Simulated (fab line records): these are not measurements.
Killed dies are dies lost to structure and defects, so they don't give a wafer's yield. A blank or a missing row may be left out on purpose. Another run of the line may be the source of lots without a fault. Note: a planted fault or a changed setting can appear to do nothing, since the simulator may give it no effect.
Which tool is to blame? | flow sfq-line | 7 lots, 21 wafers sampled, at 2 steps of a route of 325

## WHAT THE GAUGES READ, wafer by wafer
SFQ_JJ_OVL_MEAS_931.
lot  | measured     | on         | J5_OVL (nm)
L694 | day 43 06:43 | overlay-02 | 3 3 2
L696 | day 47 03:41 | overlay-01 | -3 -3 -6
L698 | day 47 06:06 | overlay-01 | -1 1 -2
L700 | day 51 23:40 | overlay-02 | 5 1 0
L702 | day 53 09:01 | overlay-02 | -4 -5 -8
L704 | day 54 02:18 | overlay-02 | 121 121 119
L714 | day 58 06:03 | overlay-02 | -1 -9 -6

## TOOL THAT RAN EACH LOT (tool first, then ch and the chambers of the sampled wafers, then the start)
lot  | SFQ_TRILAYER_JJ_CE_LITHO_EXPOSE_115
L694 | krf-scanner-01 ch 0, day 43 05:13
L696 | krf-scanner-01 ch 0, day 47 02:11
L698 | krf-scanner-01 ch 0, day 47 04:59
L700 | krf-scanner-02 ch 0, day 51 22:10
L702 | krf-scanner-02 ch 0, day 53 07:31
L704 | krf-scanner-02 ch 0, day 54 01:00
L714 | krf-scanner-01 ch 0, day 58 04:39
- SFQ_TRILAYER_JJ_CE_LITHO_EXPOSE_115: exposes mask J5, target cd 700 nm.

## THE ANSWER, worked out from the rows above alone
Rule: usual is defined by the lots themselves. The widest of any qualifying gaps counts: lots, ordered by their means at a reading, are off when they make up no more than a third of the lots, leave a main group of 4 or more, and stand apart from it by 3 or more times the standard deviation of that group's means. If all means in a main group match to the digits the tables above print for the reading, that group is not used. A lot without any number at a reading at which 4 lots or more have one is off too. All remaining lots with rows at the step are treated as sound.
Off: at SFQ_JJ_OVL_MEAS_931 (J5_OVL), L704. Mean -2 nm and standard deviation 3.4 in the main group.
A tool fits if, at a process step before that reading, it ran every lot that is off, and no sound lot after the first of them. Those tools and the gauges at SFQ_JJ_OVL_MEAS_931 are tried in the same way. One fits: SFQ_TRILAYER_JJ_CE_LITHO_EXPOSE_115 on krf-scanner-02. A fault onset in the window from L702 (day 53 07:31, its last sound lot) to L704 (day 54 01:00, its first lot off) fits.

## WHAT HAD BEEN PUT IN BY THE SIMULATOR
Scanner matching overlay: krf-scanner-02, from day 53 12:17 on, at SFQ_TRILAYER_JJ_CE_LITHO_EXPOSE_115. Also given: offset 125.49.
Lots struck among those shown: L704. The rule given above showed the same thing.
